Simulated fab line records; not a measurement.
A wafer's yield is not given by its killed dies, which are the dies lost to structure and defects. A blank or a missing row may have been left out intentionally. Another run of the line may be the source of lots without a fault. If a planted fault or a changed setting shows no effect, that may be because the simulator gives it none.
Lot-split experiment || flow sfq_line || route with 325 steps; 5 lots, 23 wafers read

ON THE SPLIT
At SFQ_TRILAYER_JJ_CE_LITHO_COAT_119 (resist thk 62 nm), the setting spin_rpm was moved away from the recipe's 3000 rpm on 11 of the 23 wafers read, by -6.9% to +3.3%. For the rest of the wafers, this setting stayed at what the recipe calls for.

The reading is taken at the split's own step.

THE READING
BARC_of_TRILAYER_JJ_CE_LITHO_COAT_119.thk_nm (the simulator's own value, which no gauge read), in nm, at SFQ_TRILAYER_JJ_CE_LITHO_COAT_119 (resist thk 62 nm). No usual value for it is given in the file. Here, 12 wafers ran the recipe; their average is 61.87 nm with a standard deviation of 0.1 nm.

{"wafer": "L074.1", "tool, chamber at the split": "litho_track-03, 0", "spin_rpm as run, rpm": 3000, "against the recipe": "recipe", "BARC_of_TRILAYER_JJ_CE_LITHO_COAT_119.thk_nm, nm": 62.04, "against lot-mates on the recipe": "-"}
{"wafer": "L074.2", "tool, chamber at the split": "litho_track-03, 0", "spin_rpm as run, rpm": 3062, "against the recipe": "+2.1%", "BARC_of_TRILAYER_JJ_CE_LITHO_COAT_119.thk_nm, nm": 61.38, "against lot-mates on the recipe": -0.58}
{"wafer": "L074.4", "tool, chamber at the split": "litho_track-03, 0", "spin_rpm as run, rpm": 3062, "against the recipe": "+2.1%", "BARC_of_TRILAYER_JJ_CE_LITHO_COAT_119.thk_nm, nm": 61.5, "against lot-mates on the recipe": -0.46}
{"wafer": "L074.5", "tool, chamber at the split": "litho_track-03, 0", "spin_rpm as run, rpm": 3062, "against the recipe": "+2.1%", "BARC_of_TRILAYER_JJ_CE_LITHO_COAT_119.thk_nm, nm": 61.34, "against lot-mates on the recipe": -0.62}
{"wafer": "L074.6", "tool, chamber at the split": "litho_track-03, 0", "spin_rpm as run, rpm": 3000, "against the recipe": "recipe", "BARC_of_TRILAYER_JJ_CE_LITHO_COAT_119.thk_nm, nm": 61.88, "against lot-mates on the recipe": "-"}
{"wafer": "L075.1", "tool, chamber at the split": "litho_track-04, 0", "spin_rpm as run, rpm": 3000, "against the recipe": "recipe", "BARC_of_TRILAYER_JJ_CE_LITHO_COAT_119.thk_nm, nm": 61.68, "against lot-mates on the recipe": "-"}
{"wafer": "L075.2", "tool, chamber at the split": "litho_track-04, 0", "spin_rpm as run, rpm": 2829, "against the recipe": "-5.7%", "BARC_of_TRILAYER_JJ_CE_LITHO_COAT_119.thk_nm, nm": 63.6, "against lot-mates on the recipe": "+1.90"}
{"wafer": "L075.3", "tool, chamber at the split": "litho_track-04, 0", "spin_rpm as run, rpm": 3000, "against the recipe": "recipe", "BARC_of_TRILAYER_JJ_CE_LITHO_COAT_119.thk_nm, nm": 61.73, "against lot-mates on the recipe": "-"}
{"wafer": "L075.4", "tool, chamber at the split": "litho_track-04, 0", "spin_rpm as run, rpm": 2829, "against the recipe": "-5.7%", "BARC_of_TRILAYER_JJ_CE_LITHO_COAT_119.thk_nm, nm": 63.74, "against lot-mates on the recipe": "+2.04"}
{"wafer": "L075.6", "tool, chamber at the split": "litho_track-04, 0", "spin_rpm as run, rpm": 2829, "against the recipe": "-5.7%", "BARC_of_TRILAYER_JJ_CE_LITHO_COAT_119.thk_nm, nm": 63.42, "against lot-mates on the recipe": "+1.72"}
{"wafer": "L080.1", "tool, chamber at the split": "litho_track-04, 0", "spin_rpm as run, rpm": 3000, "against the recipe": "recipe", "BARC_of_TRILAYER_JJ_CE_LITHO_COAT_119.thk_nm, nm": 61.86, "against lot-mates on the recipe": "-"}
{"wafer": "L080.2", "tool, chamber at the split": "litho_track-04, 0", "spin_rpm as run, rpm": 3000, "against the recipe": "recipe", "BARC_of_TRILAYER_JJ_CE_LITHO_COAT_119.thk_nm, nm": 61.94, "against lot-mates on the recipe": "-"}
{"wafer": "L080.4", "tool, chamber at the split": "litho_track-04, 0", "spin_rpm as run, rpm": 2793, "against the recipe": "-6.9%", "BARC_of_TRILAYER_JJ_CE_LITHO_COAT_119.thk_nm, nm": 64.22, "against lot-mates on the recipe": "+2.32"}
{"wafer": "L080.5", "tool, chamber at the split": "litho_track-04, 0", "spin_rpm as run, rpm": 2793, "against the recipe": "-6.9%", "BARC_of_TRILAYER_JJ_CE_LITHO_COAT_119.thk_nm, nm": 64, "against lot-mates on the recipe": "+2.10"}
{"wafer": "L080.6", "tool, chamber at the split": "litho_track-04, 0", "spin_rpm as run, rpm": 2793, "against the recipe": "-6.9%", "BARC_of_TRILAYER_JJ_CE_LITHO_COAT_119.thk_nm, nm": 64.12, "against lot-mates on the recipe": "+2.22"}
{"wafer": "L083.3", "tool, chamber at the split": "litho_track-04, 0", "spin_rpm as run, rpm": 3000, "against the recipe": "recipe", "BARC_of_TRILAYER_JJ_CE_LITHO_COAT_119.thk_nm, nm": 61.79, "against lot-mates on the recipe": "-"}
{"wafer": "L083.4", "tool, chamber at the split": "litho_track-04, 0", "spin_rpm as run, rpm": 3000, "against the recipe": "recipe", "BARC_of_TRILAYER_JJ_CE_LITHO_COAT_119.thk_nm, nm": 61.96, "against lot-mates on the recipe": "-"}
{"wafer": "L083.6", "tool, chamber at the split": "litho_track-04, 0", "spin_rpm as run, rpm": 3000, "against the recipe": "recipe", "BARC_of_TRILAYER_JJ_CE_LITHO_COAT_119.thk_nm, nm": 61.99, "against lot-mates on the recipe": "-"}
{"wafer": "L085.2", "tool, chamber at the split": "litho_track-04, 0", "spin_rpm as run, rpm": 3000, "against the recipe": "recipe", "BARC_of_TRILAYER_JJ_CE_LITHO_COAT_119.thk_nm, nm": 61.95, "against lot-mates on the recipe": "-"}
{"wafer": "L085.3", "tool, chamber at the split": "litho_track-04, 0", "spin_rpm as run, rpm": 3100, "against the recipe": "+3.3%", "BARC_of_TRILAYER_JJ_CE_LITHO_COAT_119.thk_nm, nm": 60.77, "against lot-mates on the recipe": -1.10}
{"wafer": "L085.4", "tool, chamber at the split": "litho_track-04, 0", "spin_rpm as run, rpm": 3000, "against the recipe": "recipe", "BARC_of_TRILAYER_JJ_CE_LITHO_COAT_119.thk_nm, nm": 61.86, "against lot-mates on the recipe": "-"}
{"wafer": "L085.5", "tool, chamber at the split": "litho_track-04, 0", "spin_rpm as run, rpm": 3100, "against the recipe": "+3.3%", "BARC_of_TRILAYER_JJ_CE_LITHO_COAT_119.thk_nm, nm": 60.68, "against lot-mates on the recipe": -1.19}
{"wafer": "L085.6", "tool, chamber at the split": "litho_track-04, 0", "spin_rpm as run, rpm": 3000, "against the recipe": "recipe", "BARC_of_TRILAYER_JJ_CE_LITHO_COAT_119.thk_nm, nm": 61.81, "against lot-mates on the recipe": "-"}

FIT RESULTS
A straight line over all 23 wafers: BARC_of_TRILAYER_JJ_CE_LITHO_COAT_119.thk_nm changes by -0.312 nm for each +1% of spin_rpm; r = -0.99; the points scatter about the line by 0.13 nm.
The same after taking each lot's own level away (the mean of its wafers on the recipe; 23 wafers): -0.322 nm for each +1%; r = -1.00; scatter 0.097 nm.
Per that fit: largest spin_rpm move, reading shift of 2.2 nm.
Measured against the standard deviation above, the lots' own levels, which go from 61.705 to 61.960 nm, span 2.5 times it.
So the lot-to-lot level changes the slope little: the two slopes agree.
Check: with one of the wafers moved furthest among these (-6.9%) left out of the fit, the line predicts +2.22 nm for it against its lot-mates. Against them it came out at +2.32 nm.

THE OTHER SPLITS THESE WAFERS WENT THROUGH
These wafers also went through other splits before the reading. Each is held against what the fit with the lots' levels taken away leaves over:
{"other split on the same wafers": "SFQ_TRILAYER_M4_DEP_SPUTTER_091 power_w", "wafers away from the commonest value": 6, "r with BARC_of_TRILAYER_JJ_CE_LITHO_COAT_119.thk_nm (lot level and that fit taken away)": -0.08}
{"other split on the same wafers": "SFQ_TRILAYER_M4_LITHO_PEB_096 peb_time_s", "wafers away from the commonest value": 9, "r with BARC_of_TRILAYER_JJ_CE_LITHO_COAT_119.thk_nm (lot level and that fit taken away)": "+0.08"}
{"other split on the same wafers": "SFQ_TRILAYER_I4_VIA_LITHO_COAT_103 spin_rpm", "wafers away from the commonest value": 4, "r with BARC_of_TRILAYER_JJ_CE_LITHO_COAT_119.thk_nm (lot level and that fit taken away)": "+0.13"}
{"other split on the same wafers": "SFQ_TRILAYER_I4_VIA_BARC_OPEN_VIA_ETCH_146 time_s", "wafers away from the commonest value": 11, "r with BARC_of_TRILAYER_JJ_CE_LITHO_COAT_119.thk_nm (lot level and that fit taken away)": "+0.05"}
{"other split on the same wafers": "SFQ_TRILAYER_JJ_TRILAYER_DEP_SPUTTER_110 time_s", "wafers away from the commonest value": 10, "r with BARC_of_TRILAYER_JJ_CE_LITHO_COAT_119.thk_nm (lot level and that fit taken away)": "+0.11"}

THE FILE'S OWN FIT
BARC_of_TRILAYER_JJ_CE_LITHO_COAT_119.thk_nm changes by -0.324 nm for each +1% of spin_rpm, r = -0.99.
